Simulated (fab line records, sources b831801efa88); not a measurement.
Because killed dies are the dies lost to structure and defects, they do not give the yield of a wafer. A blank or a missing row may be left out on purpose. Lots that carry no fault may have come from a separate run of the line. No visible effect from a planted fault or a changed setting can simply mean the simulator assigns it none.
Which of the tools did it? -- flow gf180mcu -- 13 lots, 39 wafers sampled, at 3 steps of a route of 602

WHAT THE GAUGES SHOWED, per wafer
GF_STI_THK_MEAS_02. Usual: for STI_OXIDATION_THK the level is 9.96 nm and the standard deviation is 0.19.
lot,measured,on,STI_OXIDATION_THK (nm),flag
L938,day 1 16:31,film metro-01,10.22 10.17 10.13,
L939,day 1 21:32,film metro-01,10.12 9.84 9.98,
L941,day 2 07:31,film metro-01,9.83 9.91 9.96,
L945,day 3 05:23,film metro-04,9.87 10.03 9.95,
L946,day 3 10:12,film metro-02,9.62 9.85 9.76,
L947,day 3 13:31,film metro-01,9.95 9.85 9.82,
L948,day 3 19:43,film metro-02,9.59 9.70 9.59,
L949,day 3 23:49,film metro-02,9.72 9.61 9.69,
L950,day 4 04:32,film metro-04,9.95 9.96 9.92,
L953,day 4 19:44,film metro-04,9.73 10.04 10.22,
L956,day 5 10:31,film metro-01,9.93 10.01 9.97,
L958,day 5 20:41,film metro-04,10.02 9.92 10.12,
L960,day 6 06:58,film metro-01,10.00 10.07 10.04,

GF_STI_THK_MEAS_22. Usual: for STI_OXIDATION_01_THK the level is 14.8 nm and the standard deviation is 0.33.
lot,measured,on,STI_OXIDATION_01_THK (nm),flag
L938,day 2 09:29,film metro-02,14.9 14.9 14.9,
L939,day 2 14:40,film metro-02,15.0 15.0 15.1,
L941,day 3 02:33,film metro-04,14.9 15.0 14.9,
L945,day 3 23:22,film metro-04,15.3 15.4 15.0,
L946,day 4 03:01,film metro-01,14.7 14.6 14.2,
L947,day 4 06:22,film metro-01,14.8 15.0 14.7,
L948,day 4 14:24,film metro-02,14.9 14.7 14.9,
L949,day 4 19:22,film metro-02,14.3 14.5 14.3,
L950,day 4 21:28,film metro-01,15.1 15.1 15.0,
L953,day 5 13:25,film metro-01,15.0 15.0 15.1,
L956,day 6 04:23,film metro-01,15.1 14.8 15.0,
L958,day 6 15:17,film metro-04,14.7 15.0 15.0,
L960,day 7 02:03,film metro-04,14.9 15.3 15.2,

GF_NWELL_TW_MEAS_11. Usual: for NWELL_TW the level is 1554 and the standard deviation is 12.
lot,measured,on,NWELL_TW,flag
L938,day 3 12:50,film metro-02,1558 1562 1549,
L939,day 3 20:20,film metro-02,1556 1562 1555,
L941,day 4 09:23,film metro-02,1549 1544 1539,
L945,day 5 05:05,film metro-03,1559 1567 1566,
L946,day 5 09:28,film metro-03,1558 1566 1568,
L947,day 5 12:59,film metro-02,1548 1544 1546,
L948,day 5 21:59,film metro-02,1561 1540 1552,
L949,day 6 04:05,film metro-01,1549 1546 1551,
L950,day 6 05:47,film metro-02,1538 1537 1538,
L953,day 6 22:58,film metro-01,1551 1545 1550,
L956,day 7 15:02,film metro-03,1573 1571 1573,
L958,day 8 02:49,film metro-01,1538 1530 1529,
L960,day 8 13:23,film metro-02,1541 1558 1547,

WHICH TOOL RAN EACH LOT (tool, then ch and the chambers of the sampled wafers, then the start)
The record holds no process step before these readings.

WHAT THE TOOLS THEMSELVES READ (means of the sampled wafers that have a number; where no wafer has one, the mark that the record gives instead)
The record holds no such reading with a usual standard deviation.

THE ANSWER, worked out from the rows above alone
Rule: lot off if the mean of its wafers having a number is beyond 3 standard deviations from the usual mean. Also off: a lot with no number at a reading for which 4 or more lots have one. All remaining lots with rows at the step are treated as sound. Order of review: gauges by route order, followed by the tools' own readings, for which a lot's mean as printed above is used. The first step at which some lot is off is used, and at that step the reading that is off furthest; a lot without a number counts as furthest.
No lot is off on any of the readings shown, so nothing can be concluded from this.

WHAT THE SIMULATOR HAD INSERTED
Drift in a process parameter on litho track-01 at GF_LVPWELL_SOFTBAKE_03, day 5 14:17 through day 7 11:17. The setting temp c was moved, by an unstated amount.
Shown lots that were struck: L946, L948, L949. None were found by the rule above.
